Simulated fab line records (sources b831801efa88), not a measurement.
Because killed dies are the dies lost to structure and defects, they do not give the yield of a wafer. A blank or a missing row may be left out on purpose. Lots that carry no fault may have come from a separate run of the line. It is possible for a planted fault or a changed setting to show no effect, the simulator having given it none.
Comparing a struck lot with a sound one :: flow sky130 :: 29 steps out of a route of 708
Sound: the wafers L525.3, L525.4, L525.6. Wafers struck: L532.1, L532.4, L532.5. The cause is given at the end.
For every step that has rows: the tool of each side, followed by ch and its chambers, followed by its first start. Under that, the readings that differ: sound wafers :: struck wafers :: difference of the means :: sigmas: that difference in standard deviations of wafers without a fault.
alike: a reading whose means differ by less than 2 such deviations, as well as words and numbers matching on both sides. not compared: withheld readings; readings where some wafer has no value; bounds like >300 that might hide an equal value; numbers whose values overlap and for which the record gives no deviation.
Wherever a step has rows on one side only, a row that says differs or no value, or a row with sigmas, the two part there. Non-overlapping numbers with no deviation appear without sigmas and do not part them. Lack of a reading on every wafer of one side parts them only where that side has two or more wafers.

SKY_PWDE_STRIP_09: strips in O2/N2.
  sound on plasma_asher-04 ch 0,1, day 4 22:17; struck on plasma_asher-01 ch 0,1, day 6 16:45
  alike: chamber_pressure_mTorr, drypump_motor_current_A, oes_product_au, strip_time_to_endpoint_s
  not compared: rf_hours_counter_h
SKY_PWDE_TW_MEAS_10:
  sound on film_metro-02 at day 4 22:22; struck on film_metro-01 at day 6 16:51
  alike: PWDE_TW
then, 7 steps without rows for these wafers: SKY_NWELL_DEHYDRATE_03 (time 60 s); SKY_NWELL_HMDS_04 (prime time 60 s); SKY_NWELL_COAT_05 (resist thk 3000 nm); SKY_NWELL_SOFTBAKE_06; SKY_NWELL_EXPOSE_07 (exposes mask NWM, target cd 840 nm); SKY_NWELL_PEB_08; SKY_NWELL_DEVELOP_09 (develop time 60 s).
SKY_NWELL_OVL_MEAS_10:
  sound on overlay-02 at day 5 16:01; struck on overlay-02 at day 7 12:10
  alike: NWELL_00_OVL
then, 2 steps without rows for these wafers: SKY_NWELL_IMPLANT_11; SKY_NWELL_IMPLANT_12.
SKY_NWELL_IMPLANT_13:
  struck on implanter-01, day 7 12:29; sound on implanter-01 ch 0, day 5 16:23
  no value came back on the struck wafers for beam_energy_keV, beam_on_s (s), dose_ions_cm2; on the sound wafers beam_energy_keV reads 49.984 50.003 50.005
SKY_NWELL_STRIP_14: strips in O2/N2.
  sound on plasma_asher-03 ch 0,1, day 5 16:34; struck on plasma_asher-02 ch 1, day 7 12:38
  alike: chamber_pressure_mTorr, drypump_motor_current_A, oes_product_au, strip_time_to_endpoint_s
  not compared: rf_hours_counter_h
SKY_NWELL_TW_MEAS_15:
  sound on film_metro-01 at day 5 16:38; struck on film_metro-01 at day 7 12:44
  alike: NWELL_TW
then, 7 steps without rows for these wafers: SKY_NWELL_DEHYDRATE_16 (time 60 s); SKY_NWELL_HMDS_17 (prime time 60 s); SKY_NWELL_COAT_18 (resist thk 3000 nm); SKY_NWELL_SOFTBAKE_19; SKY_NWELL_EXPOSE_20 (exposes mask NWM COMPLEMENT, target cd 840 nm); SKY_NWELL_PEB_21; SKY_NWELL_DEVELOP_22 (develop time 60 s).
SKY_NWELL_OVL_MEAS_23:
  sound on overlay-01 at day 6 10:55; struck on overlay-02 at day 8 08:25
  alike: NWELL_01_OVL
next, for these wafers, 1 step has no rows: SKY_NWELL_IMPLANT_24.
SKY_NWELL_STRIP_25: strips in O2/N2.
  sound on plasma_asher-04 ch 0,1, day 6 11:08; struck on plasma_asher-02 ch 0,1, day 8 08:35
  alike: chamber_pressure_mTorr, drypump_motor_current_A, oes_product_au, strip_time_to_endpoint_s
  not compared: rf_hours_counter_h
SKY_NWELL_TW_MEAS_26:
  sound on film_metro-01 at day 6 11:13; struck on film_metro-04 at day 8 08:41
  alike: NWELL_2_TW
then, 1 step without rows for these wafers: SKY_NWELL_CLEAN_27 (cleans in SC1/SC2, time 150 s).
SKY_NWELL_RTA_28: time 30 s.
  sound on rtp_anneal-01 ch 0, day 6 11:20; struck on rtp_anneal-02 ch 0, day 8 08:48
  alike: lamp_power_pct, wafer_temp_C_max
SKY_NWELL_RS_MEAS_29: measurement is done with a four-point probe.
  sound on film_metro-01 at day 6 11:27; struck on film_metro-02 at day 8 08:54
reading: NWELL_RS (ohm/sq)
sound: 625.4 625.5 620.6
struck: 650.6 651.6 650.4
difference: +27.0
sigmas: +17

WHERE THEY PART
At SKY_NWELL_IMPLANT_13 first; at SKY_NWELL_RS_MEAS_29 last (within this record only).

WHY: what the simulator had put in
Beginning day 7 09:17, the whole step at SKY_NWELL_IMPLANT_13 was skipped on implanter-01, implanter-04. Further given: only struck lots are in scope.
